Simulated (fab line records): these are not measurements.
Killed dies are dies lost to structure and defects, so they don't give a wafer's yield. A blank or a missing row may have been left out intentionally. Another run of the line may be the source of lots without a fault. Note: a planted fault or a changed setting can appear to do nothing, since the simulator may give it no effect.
Which tool is to blame? || flow gf180mcu || 12 lots, 35 wafers sampled, at 5 steps of a route of 602

== WHAT EACH GAUGE READ, for each wafer ==
GF_HV_LDD_TW_MEAS_11.
{"lot": "L553", "measured": "day 10 00:37", "on": "filmMetro-03", "HV_LDD_TW": "2435 2431 2442"}
{"lot": "L554", "measured": "day 10 05:40", "on": "filmMetro-02", "HV_LDD_TW": "2425 2423 2418"}
{"lot": "L555", "measured": "day 10 21:47", "on": "filmMetro-03", "HV_LDD_TW": "2436 2430 2432"}
{"lot": "L557", "measured": "day 11 05:00", "on": "filmMetro-02", "HV_LDD_TW": "2413 2414 2419"}
{"lot": "L558", "measured": "day 11 14:28", "on": "filmMetro-02", "HV_LDD_TW": "2428 2417 2424"}
{"lot": "L559", "measured": "day 11 22:11", "on": "filmMetro-02", "HV_LDD_TW": "2423 2405 2406"}
{"lot": "L561", "measured": "day 12 11:40", "on": "filmMetro-02", "HV_LDD_TW": "2242 2410 2428"}
{"lot": "L562", "measured": "day 12 15:34", "on": "filmMetro-02", "HV_LDD_TW": "2249 2405"}
{"lot": "L572", "measured": "day 15 22:50", "on": "filmMetro-02", "HV_LDD_TW": "2428 2435 2434"}
{"lot": "L573", "measured": "day 16 06:03", "on": "filmMetro-02", "HV_LDD_TW": "2427 2441 2435"}
{"lot": "L574", "measured": "day 16 06:56", "on": "filmMetro-03", "HV_LDD_TW": "2432 2426 2421"}
{"lot": "L575", "measured": "day 16 17:14", "on": "filmMetro-03", "HV_LDD_TW": "2423 2429 2432"}

GF_HV_LDD_RS_MEAS_53: uses a four-point probe to measure.
{"lot": "L553", "measured": "day 12 09:32", "on": "filmMetro-02", "HV_LDD_RS (ohm/sq)": "418.7 418.7 418.2"}
{"lot": "L554", "measured": "day 12 15:46", "on": "filmMetro-03", "HV_LDD_RS (ohm/sq)": "417.4 418.4 417.7"}
{"lot": "L555", "measured": "day 13 08:41", "on": "filmMetro-02", "HV_LDD_RS (ohm/sq)": "419.5 419.2 419.5"}
{"lot": "L557", "measured": "day 13 16:48", "on": "filmMetro-02", "HV_LDD_RS (ohm/sq)": "419.8 417.9 418.2"}
{"lot": "L558", "measured": "day 14 02:38", "on": "filmMetro-02", "HV_LDD_RS (ohm/sq)": "418.0 418.9 418.7"}
{"lot": "L559", "measured": "day 14 10:10", "on": "filmMetro-02", "HV_LDD_RS (ohm/sq)": "419.2 420.2 420.5"}
{"lot": "L561", "measured": "day 15 01:24", "on": "filmMetro-03", "HV_LDD_RS (ohm/sq)": "467.0 417.6 417.8"}
{"lot": "L562", "measured": "day 15 05:47", "on": "filmMetro-02", "HV_LDD_RS (ohm/sq)": "470.8 421.1"}
{"lot": "L572", "measured": "day 18 21:34", "on": "filmMetro-02", "HV_LDD_RS (ohm/sq)": "420.2 418.5 418.5"}
{"lot": "L573", "measured": "day 19 04:55", "on": "filmMetro-03", "HV_LDD_RS (ohm/sq)": "418.2 417.9 418.2"}
{"lot": "L574", "measured": "day 19 06:45", "on": "filmMetro-03", "HV_LDD_RS (ohm/sq)": "417.7 417.4 418.0"}
{"lot": "L575", "measured": "day 19 17:37", "on": "filmMetro-02", "HV_LDD_RS (ohm/sq)": "419.7 417.8 418.7"}

GF_NSD_OVL_MEAS_08.
{"lot": "L553", "measured": "day 13 07:49", "on": "overlay-01", "NSD_OVL (nm)": "-3.1 -3.5 -3.1"}
{"lot": "L554", "measured": "day 13 14:36", "on": "overlay-02", "NSD_OVL (nm)": "-1.3 -2.2 -1.5"}
{"lot": "L555", "measured": "day 14 09:08", "on": "overlay-02", "NSD_OVL (nm)": "-0.5 -0.6 -0.8"}
{"lot": "L557", "measured": "day 14 16:12", "on": "overlay-01", "NSD_OVL (nm)": "-1.2 -3.0 -2.5"}
{"lot": "L558", "measured": "day 15 02:10", "on": "overlay-01", "NSD_OVL (nm)": "-3.3 -4.3 -3.0"}
{"lot": "L559", "measured": "day 15 09:59", "on": "overlay-01", "NSD_OVL (nm)": "-0.8 -1.0 -2.5"}
{"lot": "L561", "measured": "day 16 02:34", "on": "overlay-01", "NSD_OVL (nm)": "-2.3 -3.2 -2.6"}
{"lot": "L562", "measured": "day 16 06:04", "on": "overlay-01", "NSD_OVL (nm)": "-3.7 -3.7"}
{"lot": "L572", "measured": "day 20 00:39", "on": "overlay-01", "NSD_OVL (nm)": "-1.5 -3.2 -0.8"}
{"lot": "L573", "measured": "day 20 09:37", "on": "overlay-02", "NSD_OVL (nm)": "0.0 -0.4 0.0"}
{"lot": "L574", "measured": "day 20 12:03", "on": "overlay-01", "NSD_OVL (nm)": "0.1 -1.1 -2.0"}
{"lot": "L575", "measured": "day 20 21:12", "on": "overlay-01", "NSD_OVL (nm)": "-1.4 -0.9 -1.8"}

== EACH LOT AND THE TOOL THAT RAN IT (in order: tool; ch and the chambers of the sampled wafers; start) ==
{"lot": "L553", "GF_POLY_GATE_ETCH_12": "rieDiel-04 ch 0,3, day 9 04:24", "GF_HV_LDD_IMPLANT_09": "implanter-02 ch 0, day 10 00:24"}
{"lot": "L554", "GF_POLY_GATE_ETCH_12": "rieDiel-01 ch 0,1,3, day 9 08:43", "GF_HV_LDD_IMPLANT_09": "implanter-03 ch 0, day 10 05:28"}
{"lot": "L555", "GF_POLY_GATE_ETCH_12": "rieDiel-01 ch 0,1,3, day 10 01:21", "GF_HV_LDD_IMPLANT_09": "implanter-04 ch 0, day 10 21:33"}
{"lot": "L557", "GF_POLY_GATE_ETCH_12": "rieDiel-02 ch 0,1,3, day 10 08:39", "GF_HV_LDD_IMPLANT_09": "implanter-04 ch 0, day 11 04:45"}
{"lot": "L558", "GF_POLY_GATE_ETCH_12": "rieDiel-04 ch 0,2, day 10 17:44", "GF_HV_LDD_IMPLANT_09": "implanter-04 ch 0, day 11 14:15"}
{"lot": "L559", "GF_POLY_GATE_ETCH_12": "rieDiel-04 ch 0,2, day 11 01:18", "GF_HV_LDD_IMPLANT_09": "implanter-04 ch 0, day 11 21:56"}
{"lot": "L561", "GF_POLY_GATE_ETCH_12": "rieDiel-02 ch 2,3, day 11 14:37", "GF_HV_LDD_IMPLANT_09": "implanter-04 ch 0, day 12 11:26"}
{"lot": "L562", "GF_POLY_GATE_ETCH_12": "rieDiel-04 ch 2,3, day 11 18:32", "GF_HV_LDD_IMPLANT_09": "implanter-04 ch 0, day 12 15:19"}
{"lot": "L572", "GF_POLY_GATE_ETCH_12": "rieDiel-04 ch 0,1,2, day 14 23:19", "GF_HV_LDD_IMPLANT_09": "implanter-04 ch 0, day 15 22:36"}
{"lot": "L573", "GF_POLY_GATE_ETCH_12": "rieDiel-02 ch 1,2, day 15 04:03", "GF_HV_LDD_IMPLANT_09": "implanter-04 ch 0, day 16 05:49"}
{"lot": "L574", "GF_POLY_GATE_ETCH_12": "rieDiel-04 ch 0,3, day 15 06:29", "GF_HV_LDD_IMPLANT_09": "implanter-04 ch 0, day 16 06:41"}
{"lot": "L575", "GF_POLY_GATE_ETCH_12": "rieDiel-01 ch 0,2,3, day 15 16:27", "GF_HV_LDD_IMPLANT_09": "implanter-03 ch 0, day 16 16:59"}
- GF_POLY_GATE_ETCH_12: etches BARC in N2/H2.
- GF_HV_LDD_IMPLANT_09

== AS READ BY THE TOOLS THEMSELVES (means over the sampled wafers that have a number; for cases with no such wafer, the mark the record gives instead) ==
GF_POLY_GATE_ETCH_12.
{"lot": "L553", "tool": "rieDiel-04", "drypumpMotorCurrentA (A)": 5.5, "h2FlowSccm (sccm)": 200.0, "oesProductAu (a.u.)": 0.734, "throttleValvePct (%)": 13.220}
{"lot": "L554", "tool": "rieDiel-01", "drypumpMotorCurrentA (A)": 5.9, "h2FlowSccm (sccm)": 199.9, "oesProductAu (a.u.)": 0.733, "throttleValvePct (%)": 13.208}
{"lot": "L555", "tool": "rieDiel-01", "drypumpMotorCurrentA (A)": 5.9, "h2FlowSccm (sccm)": 200.0, "oesProductAu (a.u.)": 0.734, "throttleValvePct (%)": 13.217}
{"lot": "L557", "tool": "rieDiel-02", "drypumpMotorCurrentA (A)": 5.7, "h2FlowSccm (sccm)": 199.1, "oesProductAu (a.u.)": 0.735, "throttleValvePct (%)": 13.215}
{"lot": "L558", "tool": "rieDiel-04", "drypumpMotorCurrentA (A)": 5.4, "h2FlowSccm (sccm)": 199.8, "oesProductAu (a.u.)": 0.736, "throttleValvePct (%)": 13.218}
{"lot": "L559", "tool": "rieDiel-04", "drypumpMotorCurrentA (A)": 5.4, "h2FlowSccm (sccm)": 199.6, "oesProductAu (a.u.)": 0.738, "throttleValvePct (%)": 13.212}
{"lot": "L561", "tool": "rieDiel-02", "drypumpMotorCurrentA (A)": 5.8, "h2FlowSccm (sccm)": 199.5, "oesProductAu (a.u.)": 0.737, "throttleValvePct (%)": 13.217}
{"lot": "L562", "tool": "rieDiel-04", "drypumpMotorCurrentA (A)": 5.7, "h2FlowSccm (sccm)": 199.8, "oesProductAu (a.u.)": 0.734, "throttleValvePct (%)": 13.215}
{"lot": "L572", "tool": "rieDiel-04", "drypumpMotorCurrentA (A)": 5.5, "h2FlowSccm (sccm)": 200.1, "oesProductAu (a.u.)": 0.736, "throttleValvePct (%)": 13.221}
{"lot": "L573", "tool": "rieDiel-02", "drypumpMotorCurrentA (A)": 5.6, "h2FlowSccm (sccm)": 199.4, "oesProductAu (a.u.)": 0.741, "throttleValvePct (%)": 13.212}
{"lot": "L574", "tool": "rieDiel-04", "drypumpMotorCurrentA (A)": 5.5, "h2FlowSccm (sccm)": 200.8, "oesProductAu (a.u.)": 0.732, "throttleValvePct (%)": 13.219}
{"lot": "L575", "tool": "rieDiel-01", "drypumpMotorCurrentA (A)": 5.9, "h2FlowSccm (sccm)": 199.6, "oesProductAu (a.u.)": 0.736, "throttleValvePct (%)": 13.213}

GF_HV_LDD_IMPLANT_09.
{"lot": "L553", "tool": "implanter-02", "beamOnS (s)": 9.98, "faradayCurrentUA": 565}
{"lot": "L554", "tool": "implanter-03", "beamOnS (s)": 10.12, "faradayCurrentUA": 556}
{"lot": "L555", "tool": "implanter-04", "beamOnS (s)": 9.86, "faradayCurrentUA": 570}
{"lot": "L557", "tool": "implanter-04", "beamOnS (s)": 10.05, "faradayCurrentUA": 560}
{"lot": "L558", "tool": "implanter-04", "beamOnS (s)": 10.03, "faradayCurrentUA": 563}
{"lot": "L559", "tool": "implanter-04", "beamOnS (s)": 9.90, "faradayCurrentUA": 569}
{"lot": "L561", "tool": "implanter-04", "beamOnS (s)": 9.43, "faradayCurrentUA": 610}
{"lot": "L562", "tool": "implanter-04", "beamOnS (s)": 8.77, "faradayCurrentUA": 654}
{"lot": "L572", "tool": "implanter-04", "beamOnS (s)": 9.91, "faradayCurrentUA": 568}
{"lot": "L573", "tool": "implanter-04", "beamOnS (s)": 10.11, "faradayCurrentUA": 556}
{"lot": "L574", "tool": "implanter-04", "beamOnS (s)": 10.02, "faradayCurrentUA": 563}
{"lot": "L575", "tool": "implanter-03", "beamOnS (s)": 9.99, "faradayCurrentUA": 565}

== THE ANSWER, worked out from the rows above alone ==
Rule: what is usual is taken from the lots themselves. The widest of any qualifying gaps counts: lots, ordered by their means at a reading, are off when they make up no more than a third of the lots, leave a main group of 4 or more, and stand apart from it by 3 or more times the standard deviation of that group's means. If all means in a main group match to the digits the tables above print for the reading, that group is not used. A lot without any number at a reading at which 4 lots or more have one is off too. All remaining lots with rows at the step are treated as sound. The gauges are gone through in route order, then the tools' own readings, and for those a lot's mean is taken as printed above. At the first step where some lot is off, the reading lying furthest off is the one used; lots without a number count as furthest.
Off: L561, L562, seen at GF_HV_LDD_TW_MEAS_11 (HV_LDD_TW). The main group has a mean of 2426 with a standard deviation of 7.8.
If a tool, at a process step before that reading, ran all the lots that are off and no sound lot after the first of them, it fits. The gauges at GF_HV_LDD_TW_MEAS_11 aren't tried: what is off there is off at GF_HV_LDD_IMPLANT_09 too, on other tools, and a gauge's error can't cause that. None of those tried fits.

== WHAT THE SIMULATOR HAD PUT IN ==
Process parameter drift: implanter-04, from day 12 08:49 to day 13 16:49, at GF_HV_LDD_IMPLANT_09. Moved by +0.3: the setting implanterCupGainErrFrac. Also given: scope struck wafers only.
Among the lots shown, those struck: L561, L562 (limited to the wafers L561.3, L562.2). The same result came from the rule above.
